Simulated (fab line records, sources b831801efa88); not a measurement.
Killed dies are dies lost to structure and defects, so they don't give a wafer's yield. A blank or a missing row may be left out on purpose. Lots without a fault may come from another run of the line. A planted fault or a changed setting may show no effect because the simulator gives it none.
One fault seen from 2 desks | flow gf180mcu | each desk has only its own numbers; what lay behind them comes last

THE METROLOGY DESK
What the gauges read, lot by lot, whatever tool the lot ran on: means of the sampled wafers that have a number. A lot is out of limits, marked OUT, if its mean lies more than 4 standard deviations from the usual mean; the brackets give that distance.
Columns: A = MVPSD_TW at GF_MVPSD_TW_MEAS_11, usual 556; B = MVPSD_RS at GF_VT_IMPLANT_RS_MEAS_49, usual 1168 ohm/sq; C = V1_BOW at GF_V1_BOW_MEAS_05, usual 82 um; D = V2_CVD_02_THK at GF_V2_THK_MEAS_03, usual 850 nm; E = V2_BOW at GF_V2_BOW_MEAS_05, usual 98 um
lot  | first seen here | A              | B              | C  | D   | E
L328 | day 5 07:52     | 552            | 1164           | 93 | 843 | 111
L329 | day 5 13:44     | 555            | 1163           | 79 | 833 | 97
L330 | day 5 19:25     | 556            | 1166           | 76 | 845 | 91
L332 | day 6 10:54     | 558            | 1170           | 80 | 850 | 92
L333 | day 6 20:22     | 555            | 1165           | 85 | 855 | 99
L334 | day 6 22:05     | 551            | 1167           | 80 | 839 | 98
L336 | day 7 07:40     | 559            | 1171           | 79 | 851 | 95
L343 | day 9 03:08     | 542 (-4.4) OUT | 1232 (+20) OUT | 78 | 843 | 97
L342 | day 9 04:14     | 538 (-5.8) OUT | 1230 (+19) OUT | 89 | 841 | 107
L346 | day 9 20:49     | 558            | 1167           | 83 | 855 | 106
L348 | day 10 08:55    | 557            | 1172           | 82 | 858 | 98
L349 | day 10 13:36    | 557            | 1170           | 80 | 853 | 97
L350 | day 10 19:27    | 555            | 1167           | 89 | 847 | 109
This desk's finding: out of limits on L342, L343; first on L343, day 9 03:08 (MVPSD_TW at GF_MVPSD_TW_MEAS_11). In limits: L328, L329, L330, L332, L333, L334, L336, L346, L348, L349, L350.

THE TOOL OWNER'S DESK: implanter-04
The tool's own readings at GF_MVPSD_IMPLANT_08: means of the sampled wafers that have a number, for each lot that ran on this tool. A lot is out of limits, marked OUT, if its mean lies more than 4 standard deviations from the usual mean; the brackets give that distance.
Columns: A = beam_energy_keV at GF_MVPSD_IMPLANT_08, usual 170.00; B = dose_ions_cm2 at GF_MVPSD_IMPLANT_08, usual 1.5e+13; C = faraday_current_uA at GF_MVPSD_IMPLANT_08, usual 84.7
lot  | first seen here | A      | B                 | C
L328 | day 5 07:28     | 170.00 | 1.5e+13           | 86.1
L329 | day 5 13:20     | 169.97 | 1.5e+13           | 83.3
L330 | day 5 19:01     | 169.99 | 1.5e+13           | 87.0
L334 | day 6 21:41     | 169.98 | 1.5e+13           | 83.8
L343 | day 9 02:45     | 169.91 | 1.3e+13 (-95) OUT | 75.1 (-5.6) OUT
L342 | day 9 03:50     | 169.95 | 1.3e+13 (-97) OUT | 76.1 (-5.1) OUT
This desk's finding: out of limits on L342, L343; first on L343, day 9 02:45 (dose_ions_cm2 at GF_MVPSD_IMPLANT_08). In limits: L328, L329, L330, L334.

PUT TOGETHER
The tool owner's desk could have raised an alarm at day 9 02:45, on L342, L343.
The metrology desk could have raised an alarm at day 9 03:08, on L342, L343.
Of the lots named, all ran GF_MVPSD_IMPLANT_08 on implanter-04.

WHAT THE SIMULATOR HAD PUT IN
Process parameter drift: implanter-04, from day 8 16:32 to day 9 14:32, at GF_MVPSD_IMPLANT_08. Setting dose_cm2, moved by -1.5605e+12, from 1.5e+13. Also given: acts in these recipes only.
Lots struck among those shown: L342, L343.
Hours from the fault's start to each desk's first reading out of limits: the tool owner's desk, 10; the metrology desk, 11.
